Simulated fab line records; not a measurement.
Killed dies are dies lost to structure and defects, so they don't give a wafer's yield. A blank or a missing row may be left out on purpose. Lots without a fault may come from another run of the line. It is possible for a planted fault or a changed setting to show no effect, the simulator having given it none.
fab line records | flow sky130
record: lots: 6 | wafers: 18 | last-day: 50
route steps=708 shown POLY_GATE@219 PAD_OPEN@708
lots with no fault: from the same line, run without faults
start-h: hours from the record's first day to the start of the lot's first wafer shown | wait-h: hours from the lot's prior step to this one | " repeats the value in the row above | L1.1+2: a row that stands for several wafers | - no value present, or no start provided | * or withheld: withheld | < > ~ a bound
route shown NAME@n: a module of which the file shows steps, and the number in the route of the first | usual: mean/standard deviation of fault-free wafers | same: alike in all rows | chamber/n: place in a boat | sites: the reading at each site | _std_site: standard deviation of those values | _edge_site: outer sites' mean less inner sites' | radius-mm: for every site, how far away it sits from the centre of the wafer | mask NAME#n: copy n | behind: the tool/chamber that last shaped the wafer | hold: what put the lot on hold/how long, in hours/how the hold closed | device: the transistor (n, p or np) that didn't switch | end of line: tests of these same wafers at the route's end | a step without rows: its recipe alone | killed: at the first sort, the dies lost to defects and structure; wafer yield is something else | map: shows each die of a wafer: x if killed, . if not, _ if none is there
set.NAME: the setting that was run; set.NAME@STEP: the one run at that earlier step | model.NAME: the simulator's own value behind a step, which no gauge read
certain route steps with their lots: each step a table, each wafer a row
services: the hour from which a tool's chamber was out of use, counted from the record's first day as start-h (under 0 if before that day), plus the number of hours and why
== steps ==
step: SKY_POLY_GATE_DEHYDRATE_05
recipe: temp-c: 200 | time-s: 60
step: SKY_POLY_GATE_HMDS_06
recipe: prime-time-s: 60 | prime-temp-c: 120
step: SKY_POLY_GATE_COAT_07
recipe: resist: BARC | temp-c: withheld | time-s: withheld | spin-rpm: 3000 | resist-thk-nm: 110
step: SKY_POLY_GATE_COAT_08
recipe: resist: KrF-thick | spin-rpm: 3000 | resist-thk-nm: 450
step: SKY_POLY_GATE_SOFTBAKE_09
recipe: temp-c: 100 | time-s: 90 | resist: KrF-thick
step: SKY_POLY_GATE_EXPOSE_10
recipe: mask-id: P1M | na: 0.68 | source-shape: conventional | sigma-outer: 0.6 | target-cd-nm: 150 | dose-mj: 28
step: SKY_POLY_GATE_PEB_11
recipe: peb-temp-c: withheld | peb-time-s: withheld | resist: KrF-thick
step: SKY_POLY_GATE_DEVELOP_12
recipe: develop-time-s: 60 | resist: KrF-thick | dev-temp-c: 21
step: SKY_POLY_GATE_CD_MEAS_13
recipe: target-cd-nm: 150
usual: cd-nm: 149.8/1.4
lot.wafer | tool      | chamber | start-h | wait-h | cd-nm
L809.1    | cd-sem-01 | -       | 416.75  | -      | 150.1
L809.3    | "         | -       | "       | "      | 152.1
L809.4    | "         | -       | "       | "      | 151.0
L813.1    | cd-sem-01 | -       | 451.60  | -      | 149.6
L813.2    | "         | -       | "       | "      | 150.3
L813.3    | "         | -       | "       | "      | 148.2
L816.2    | cd-sem-01 | -       | 478.93  | -      | 149.3
L816.3    | "         | -       | "       | "      | 150.2
L816.6    | "         | -       | "       | "      | 150.8
L819.1    | cd-sem-01 | -       | 501.75  | -      | 148.9
L819.4    | "         | -       | "       | "      | 148.7
L819.6    | "         | -       | "       | "      | 149.1
L826.1    | cd-sem-01 | -       | 555.16  | -      | 150.2
L826.2    | "         | -       | "       | "      | 148.8
L826.4    | "         | -       | "       | "      | 149.9
L827.1    | cd-sem-02 | -       | 568.45  | -      | 149.6
L827.3    | "         | -       | "       | "      | 149.8
L827.6    | "         | -       | "       | "      | 149.2
step: SKY_POLY_GATE_OVL_MEAS_14
usual: POLY_GATE_OVL: 0/5.8
lot.wafer | tool       | chamber | start-h | wait-h | POLY_GATE_OVL[nm]
L809.1    | overlay-01 | -       | 416.87  | 0.1    | 7
L809.3    | "          | -       | "       | "      | 6
L809.4    | "          | -       | "       | "      | 8
L813.1    | overlay-01 | -       | 451.72  | 0.1    | 2
L813.2    | "          | -       | "       | "      | -1
L813.3    | "          | -       | "       | "      | -6
L816.2    | overlay-01 | -       | 479.03  | 0.1    | 3
L816.3    | "          | -       | "       | "      | -3
L816.6    | "          | -       | "       | "      | 0
L819.1    | overlay-02 | -       | 501.87  | 0.1    | 3
L819.4    | "          | -       | "       | "      | -9
L819.6    | "          | -       | "       | "      | -3
L826.1    | overlay-02 | -       | 555.28  | 0.1    | 8
L826.2    | "          | -       | "       | "      | 4
L826.4    | "          | -       | "       | "      | 12
L827.1    | overlay-01 | -       | 568.57  | 0.1    | 1
L827.3    | "          | -       | "       | "      | -8
L827.6    | "          | -       | "       | "      | -10
step: SKY_POLY_GATE_ETCH_15
recipe: chemistry: N2/H2 | target: BARC | ion-energy-ev: 200 | source-w: 500 | bias-w: 100 | pressure-mtorr: 30 | n2-flow-sccm: 100 | h2-flow-sccm: 200 | stop-on: SiO2 | time-s: 118.5 | target-depth-a: 1100
usual: bias-w: 100.0/0.31 | chamber-pressure-mTorr: 30.004/0.027 | drypump-motor-current-A: 5.7/0.33 | oes-product-au: 0.717/0.0049 | throttle-valve-pct: 13.213/0.0092
lot.wafer | tool        | chamber | start-h | wait-h | bias-w | chamber-pressure-mTorr | drypump-motor-current-A | oes-product-au | rf-hours-counter-h | throttle-valve-pct
L809.1    | rie-diel-04 | 0       | 416.90  | 0.0    | 100.4  | 30.012                 | 5.9                     | 0.710          | 87                 | 13.229
L809.3    | "           | 3       | "       | "      | 99.9   | 29.959                 | 5.5                     | 0.710          | 5                  | 13.213
L809.4    | "           | 2       | "       | "      | 99.5   | 29.977                 | 5.2                     | 0.716          | 67                 | 13.232
L813.1    | rie-diel-04 | 3       | 451.75  | 0.0    | 100.5  | 29.969                 | 5.5                     | 0.720          | 6                  | 13.214
L813.2    | "           | 1       | "       | "      | 99.5   | 29.973                 | 5.4                     | 0.715          | 39                 | 13.214
L813.3    | "           | 2       | "       | "      | 100.2  | 29.989                 | 5.2                     | 0.717          | 67                 | 13.202
L816.2    | rie-diel-04 | 2       | 479.06  | 0.0    | 99.7   | 29.998                 | 5.2                     | 0.715          | 67                 | 13.207
L816.3    | "           | 0       | "       | "      | 100.1  | 30.007                 | 5.9                     | 0.726          | 88                 | 13.209
L816.6    | "           | 2       | "       | "      | 99.7   | 30.025                 | 5.3                     | 0.725          | -                  | 13.223
L819.1    | rie-diel-04 | 2       | 501.90  | 0.0    | 100.0  | 30.023                 | 5.3                     | 0.721          | 68                 | 13.218
L819.4    | "           | 1       | "       | "      | 100.3  | 30.006                 | 5.4                     | 0.709          | 39                 | 13.213
L819.6    | "           | 3       | "       | "      | 100.4  | 30.009                 | 5.5                     | 0.718          | -                  | 13.217
L826.1    | rie-diel-03 | 3       | 555.31  | 0.0    | 99.4   | 29.915                 | 5.8                     | 0.726          | 12                 | 13.219
L826.2    | "           | 0       | "       | "      | 100.8  | 30.032                 | 5.2                     | 0.710          | 13                 | 13.212
L826.4    | "           | 2       | "       | "      | 99.8   | 30.034                 | 5.8                     | 0.709          | 59                 | 13.222
L827.1    | rie-diel-01 | 3       | 568.60  | 0.0    | 99.4   | 30.047                 | 6.0                     | 0.711          | 50                 | 13.223
L827.3    | "           | 2       | "       | "      | 99.8   | 30.009                 | 5.3                     | 0.714          | 9                  | 13.224
L827.6    | "           | 3       | "       | "      | 99.9   | 30.012                 | 6.0                     | 0.713          | -                  | 13.220
step: SKY_POLY_GATE_ETCH_16
recipe: stop-on: poly-Si | chemistry: CH3F/O2 | target: Si3N4 | source-w: 400 | bias-w: 80 | pressure-mtorr: 25 | ch3f-flow-sccm: 40 | O2_flow_sccm: 30 | time-s: 147.5 | target-depth-a: 750
usual: bias-w: 79.99/0.23 | chamber-pressure-mTorr: 24.999/0.022 | drypump-motor-current-A: 5.7/0.33 | oes-product-au: 0.642/0.0053 | throttle-valve-pct: 10.537/0.0094
lot.wafer | tool        | chamber | start-h | wait-h | bias-w | chamber-pressure-mTorr | drypump-motor-current-A | oes-product-au | rf-hours-counter-h | throttle-valve-pct
L809.1    | rie-diel-04 | 0       | 416.99  | 0.0    | 79.80  | 24.984                 | 6.0                     | 0.644          | 87                 | 10.538
L809.3    | "           | 3       | "       | "      | 80.28  | 24.988                 | 5.5                     | 0.648          | 5                  | 10.546
L809.4    | "           | 2       | "       | "      | 80.13  | 24.999                 | 5.3                     | 0.646          | 67                 | 10.527
L813.1    | rie-diel-04 | 3       | 451.84  | 0.0    | 80.23  | 25.005                 | 5.5                     | 0.648          | 6                  | 10.513
L813.2    | "           | 1       | "       | "      | 80.43  | 24.979                 | 5.4                     | 0.638          | 39                 | 10.517
L813.3    | "           | 2       | "       | "      | 79.75  | 25.019                 | 5.2                     | 0.646          | 67                 | 10.531
L816.2    | rie-diel-04 | 2       | 479.15  | 0.0    | 80.24  | 25.013                 | 5.2                     | 0.645          | 67                 | 10.530
L816.3    | "           | 0       | "       | "      | 79.76  | 25.003                 | 6.0                     | 0.636          | 88                 | 10.550
L816.6    | "           | 2       | "       | "      | 80.01  | 24.983                 | 5.3                     | 0.645          | -                  | 10.535
L819.1    | rie-diel-04 | 2       | 501.99  | 0.0    | 80.12  | 24.980                 | 5.3                     | 0.641          | 68                 | 10.535
L819.4    | "           | 1       | "       | "      | 79.84  | 25.009                 | 5.4                     | 0.631          | 39                 | 10.539
L819.6    | "           | 3       | "       | "      | 79.94  | 24.959                 | 5.5                     | 0.641          | -                  | 10.536
L826.1    | rie-diel-03 | 3       | 555.40  | 0.0    | 79.69  | 25.033                 | 5.8                     | 0.644          | 12                 | 10.532
L826.2    | "           | 0       | "       | "      | 79.92  | 25.014                 | 5.2                     | 0.648          | 13                 | 10.541
L826.4    | "           | 2       | "       | "      | 80.29  | 24.991                 | 5.8                     | 0.647          | 59                 | 10.544
L827.1    | rie-diel-01 | 3       | 568.69  | 0.0    | 79.57  | 24.994                 | 6.0                     | 0.637          | 50                 | 10.547
L827.3    | "           | 2       | "       | "      | 79.98  | 25.028                 | 5.3                     | 0.650          | 10                 | 10.543
L827.6    | "           | 3       | "       | "      | 80.04  | 24.996                 | 6.0                     | 0.640          | -                  | 10.557
step: SKY_POLY_GATE_ETCH_17
recipe: target-depth-nm: 180 | stop-on: SiO2 | over-etch-frac: 0.56667 | chemistry: HBr/Cl2 | target: poly-Si | icp-w: 400 | bias-w: 100 | pressure-mtorr: 10 | HBr_flow_sccm: 150 | Cl2_flow_sccm: 50 | time-s: 70.5
usual: bias-w: 100.06/0.3 | chamber-pressure-mTorr: 10.000/0.0091 | drypump-motor-current-A: 5.6/0.52 | oes-product-au: 0.983/0.0065 | throttle-valve-pct: 33.686/0.0089
lot.wafer | tool      | chamber | start-h | wait-h | bias-w | chamber-pressure-mTorr | drypump-motor-current-A | oes-product-au | rf-hours-counter-h | throttle-valve-pct
L809.1    | rie-si-01 | 0       | 417.09  | 0.0    | 99.50  | 10.009                 | 5.0                     | 0.986          | 1                  | 33.687
L809.3    | "         | 3       | "       | "      | 99.92  | 9.995                  | 4.8                     | 0.996          | 55                 | 33.683
L809.4    | "         | 2       | "       | "      | 100.38 | 10.004                 | 5.6                     | 0.989          | 5                  | 33.688
L813.1    | rie-si-02 | 3       | 451.93  | 0.0    | 96.63  | 9.981                  | 5.8                     | 0.985          | 19                 | 33.685
L813.2    | "         | 1       | "       | "      | 96.64  | 9.995                  | 5.7                     | 0.994          | 1                  | 33.683
L813.3    | "         | 0       | "       | "      | 96.34  | 10.014                 | 5.8                     | 0.984          | 0                  | 33.686
L816.2    | rie-si-02 | 0       | 479.25  | 0.0    | 96.49  | 9.995                  | 5.9                     | 0.987          | 0                  | 33.682
L816.3    | "         | 2       | "       | "      | 96.62  | 9.995                  | 5.2                     | 0.973          | 1                  | 33.691
L816.6    | "         | 3       | "       | "      | 96.21  | 10.000                 | 5.8                     | 0.977          | -                  | 33.664
L819.1    | rie-si-01 | 0       | 502.08  | 0.0    | 100.39 | 9.989                  | 4.9                     | 0.986          | 1                  | 33.678
L819.4    | "         | 1       | "       | "      | 100.65 | 9.994                  | 6.5                     | 0.980          | -                  | 33.684
L819.6    | "         | 0       | "       | "      | 100.17 | 9.988                  | 5.0                     | 0.983          | -                  | 33.696
L826.1    | rie-si-02 | 2       | 555.49  | 0.0    | 100.13 | 10.013                 | 5.2                     | 0.985          | 1                  | 33.693
L826.2    | "         | 3       | "       | "      | 99.70  | 9.994                  | 5.8                     | 0.965          | 19                 | 33.686
L826.4    | "         | 0       | "       | "      | 99.89  | 9.996                  | 5.8                     | 0.984          | 1                  | 33.693
L827.1    | rie-si-02 | 0       | 568.78  | 0.0    | 100.17 | 10.009                 | 5.8                     | 0.975          | 1                  | 33.695
L827.3    | "         | 1       | "       | "      | 99.81  | 10.021                 | 5.8                     | 0.981          | 2                  | 33.671
L827.6    | "         | 2       | "       | "      | 99.61  | 9.999                  | 5.2                     | 0.973          | -                  | 33.677
step: SKY_POLY_GATE_STRIP_18
recipe: chemistry: O2/N2 | power-w: 1400 | pressure-mtorr: 1500 | platen-temp-c: withheld | o2-flow-sccm: 3000 | n2-flow-sccm: 300 | overash-fraction: 0.5
usual: chamber-pressure-mTorr: 1500.3/1.4 | drypump-motor-current-A: 5.7/0.71 | oes-product-au: 0.360/0.0043 | strip-time-to-endpoint-s: 3.168/0.027
lot.wafer | tool            | chamber | start-h | wait-h | chamber-pressure-mTorr | drypump-motor-current-A | oes-product-au | rf-hours-counter-h | strip-time-to-endpoint-s
L809.1    | plasma-asher-01 | 1       | 417.15  | 0.0    | 1499.8                 | 5.2                     | 0.369          | 73                 | 3.193
L809.3    | "               | 1       | "       | "      | 1499.8                 | 5.2                     | 0.361          | -                  | 3.173
L809.4    | "               | 0       | "       | "      | 1501.3                 | 4.9                     | 0.368          | -                  | 3.177
L813.1    | plasma-asher-02 | 1       | 451.99  | 0.0    | 1499.6                 | 6.5                     | 0.363          | 63                 | 3.208
L813.2    | "               | 0       | "       | "      | 1501.0                 | 5.8                     | 0.364          | 63                 | 3.193
L813.3    | "               | 1       | "       | "      | 1498.4                 | 6.5                     | 0.359          | -                  | 3.198
L816.2    | plasma-asher-02 | 0       | 479.30  | 0.0    | 1500.8                 | 5.8                     | 0.359          | 66                 | 3.210
L816.3    | "               | 0       | "       | "      | 1499.8                 | 5.8                     | 0.361          | -                  | 3.215
L816.6    | "               | 1       | "       | "      | 1501.2                 | 6.5                     | 0.363          | -                  | 3.230
L819.1    | plasma-asher-04 | 1       | 502.14  | 0.0    | 1500.8                 | 6.7                     | 0.362          | 7                  | 3.171
L819.4    | "               | 0       | "       | "      | 1501.1                 | 5.1                     | 0.365          | -                  | 3.174
L819.6    | "               | 0       | "       | "      | 1500.0                 | 5.2                     | 0.359          | -                  | 3.183
L826.1    | plasma-asher-04 | 1       | 555.55  | 0.0    | 1500.8                 | 6.7                     | 0.368          | 13                 | 3.147
L826.2    | "               | 0       | "       | "      | 1502.6                 | 5.1                     | 0.358          | 13                 | 3.151
L826.4    | "               | 0       | "       | "      | 1499.8                 | 5.1                     | 0.354          | -                  | 3.167
L827.1    | plasma-asher-04 | 0       | 568.84  | 0.0    | 1501.3                 | 5.2                     | 0.360          | 14                 | 3.150
L827.3    | "               | 1       | "       | "      | 1498.0                 | 6.7                     | 0.364          | -                  | 3.137
L827.6    | "               | 0       | "       | "      | 1498.5                 | 5.2                     | 0.354          | -                  | 3.158
step: SKY_PAD_OPEN_PROBE_99
usual: killed_at_M0_to_M3: 44/7.4 | killed_at_M4_up: 3.1/1.8 | killed-at-contacts: 24/5.6 | killed-at-front-end: 15/4.9 | killed-at-other: 0.4/0.59 | killed-dies: 87/9.8 | killed-open: 47/7.2 | killed-short: 39/6.8
same: gross-dies: 492 | killed-at-back-side: 0
lot.wafer | tool      | chamber | start-h | wait-h | killed_at_M0_to_M3 | killed_at_M4_up | killed-at-contacts | killed-at-front-end | killed-at-other | killed-dies | killed-open | killed-short
L813.1    | prober-02 | -       | 1129.74 | 0.1    | 45                 | 5               | 20                 | 17                  | 0               | 87          | 41          | 46
L813.2    | prober-02 | -       | 1129.79 | 0.1    | 48                 | 5               | 20                 | 17                  | 1               | 91          | 47          | 44
L813.3    | prober-02 | -       | 1129.84 | 0.2    | 62                 | 3               | 15                 | 20                  | 0               | 100         | 56          | 44
L816.2    | prober-01 | -       | 1148.49 | 0.1    | 45                 | 3               | 21                 | 10                  | 0               | 79          | 47          | 32
L816.3    | prober-01 | -       | 1148.54 | 0.2    | 44                 | 3               | 23                 | 21                  | 0               | 91          | 52          | 39
L816.6    | prober-01 | -       | 1148.69 | 0.2    | 44                 | 4               | 25                 | 20                  | 2               | 95          | 50          | 44
killed by level:class
L813.1 METAL2:geometric-particle:short=10 VIA1:geometric-particle:open=9 FIELD_ISO:geometric-particle:open=6 VIA3:geometric-particle:open=6 CONTACT:geometric-particle:open=5 LI_CONTACT:geometric-particle:open=5 LOCAL_INTERCONNECT:geometric-particle:short=5 METAL1:geometric-particle:short=5
L813.2 VIA1:geometric-particle:open=11 FIELD_ISO:geometric-particle:short=7 CONTACT:geometric-particle:open=7 VIA3:geometric-particle:open=7 CONTACT:geometric-particle:short=6 METAL2:geometric-particle:short=6 METAL1:geometric-particle:short=5 VIA2:geometric-particle:open=5
L813.3 VIA1:geometric-particle:open=16 METAL2:geometric-particle:short=11 FIELD_ISO:geometric-particle:open=10 VIA2:geometric-particle:open=8 FIELD_ISO:geometric-particle:short=7 METAL1:geometric-particle:short=6 VIA1:geometric-particle:short=6 LI_CONTACT:geometric-particle:open=5
L816.2 VIA1:geometric-particle:open=11 LI_CONTACT:geometric-particle:open=8 VIA3:geometric-particle:open=7 VIA2:geometric-particle:open=4 METAL2:geometric-particle:short=4 POLY_GATE:geometric-particle:open=3 LI_CONTACT:geometric-particle:short=3 LOCAL_INTERCONNECT:geometric-particle:short=3
L816.3 VIA2:geometric-particle:open=9 FIELD_ISO:geometric-particle:short=7 METAL2:geometric-particle:short=7 CONTACT:geometric-particle:open=7 VIA1:geometric-particle:open=7 VIA3:geometric-particle:open=7 FIELD_ISO:geometric-particle:open=6 LI_CONTACT:geometric-particle:open=6
L816.6 VIA3:geometric-particle:open=11 FIELD_ISO:geometric-particle:short=7 CONTACT:geometric-particle:short=7 VIA2:geometric-particle:open=7 LI_CONTACT:geometric-particle:open=6 VIA1:geometric-particle:open=6 CONTACT:geometric-particle:open=5 METAL1:geometric-particle:short=5
== services ==
tool            | chamber | start-h | hours | kind
plasma-asher-04 | -       | 393.71  | 28.1  | pm
rie-diel-03     | 1       | 398.37  | 2.5   | repair
rie-diel-01     | 1       | 413.94  | 10.9  | repair
rie-diel-03     | 2       | 421.60  | 4.3   | repair
plasma-asher-04 | -       | 421.81  | 9.0   | pm
rie-diel-04     | 2       | 426.43  | 13.6  | repair
rie-diel-04     | 3       | 439.87  | 8.9   | repair
rie-si-01       | 1       | 439.91  | 16.3  | repair
rie-diel-04     | -       | 440.73  | 0.3   | repair
rie-diel-01     | -       | 454.73  | 0.8   | repair
rie-si-02       | 0       | 457.56  | 2.2   | repair
rie-diel-01     | 0       | 458.44  | 5.2   | repair
rie-diel-04     | -       | 461.64  | 14.6  | pm
rie-diel-03     | -       | 465.10  | 0.2   | repair
plasma-asher-04 | -       | 470.35  | 1.4   | repair
rie-diel-04     | -       | 476.24  | 2.8   | pm
rie-diel-01     | 3       | 476.70  | 5.9   | repair
rie-si-01       | 3       | 480.01  | 14.6  | repair
rie-si-01       | 2       | 493.75  | 3.8   | repair
rie-diel-04     | -       | 512.34  | 1.1   | repair
rie-si-02       | 2       | 516.30  | 4.4   | repair
rie-diel-03     | -       | 520.67  | 15.6  | pm
rie-diel-01     | 3       | 526.44  | 5.8   | repair
plasma-asher-04 | -       | 546.17  | 2.8   | pm
== key ==
first-sign: step: SKY_POLY_GATE_ETCH_17 | reading: bias-w | direction: down | sigmas: 12 | usual: 100.06 | struck: 96.49
effect none on later readings
met-at SKY_POLY_GATE_ETCH_17
struck-wafers L813.1,L813.2,L813.3,L816.2,L816.3,L816.6
tester-left-out L813,L816
fault: kind: process-parameter-drift | tool: rie-si-02 | chamber: - | onset-h: 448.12 | steps: SKY_POLY_GATE_ETCH_17 | channel: bias-w | offset: -3.4313 | shape: step | end-h: 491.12 | acts-in: these-recipes-only | stated: 100
tester-left-out: of these lots the tester's yield and bins aren't shown, on N5 and GAA mostly nor the transistor test; their killed dies are dies lost to structure and defects alone, not to doping, threshold or leakage, so they don't give the yield
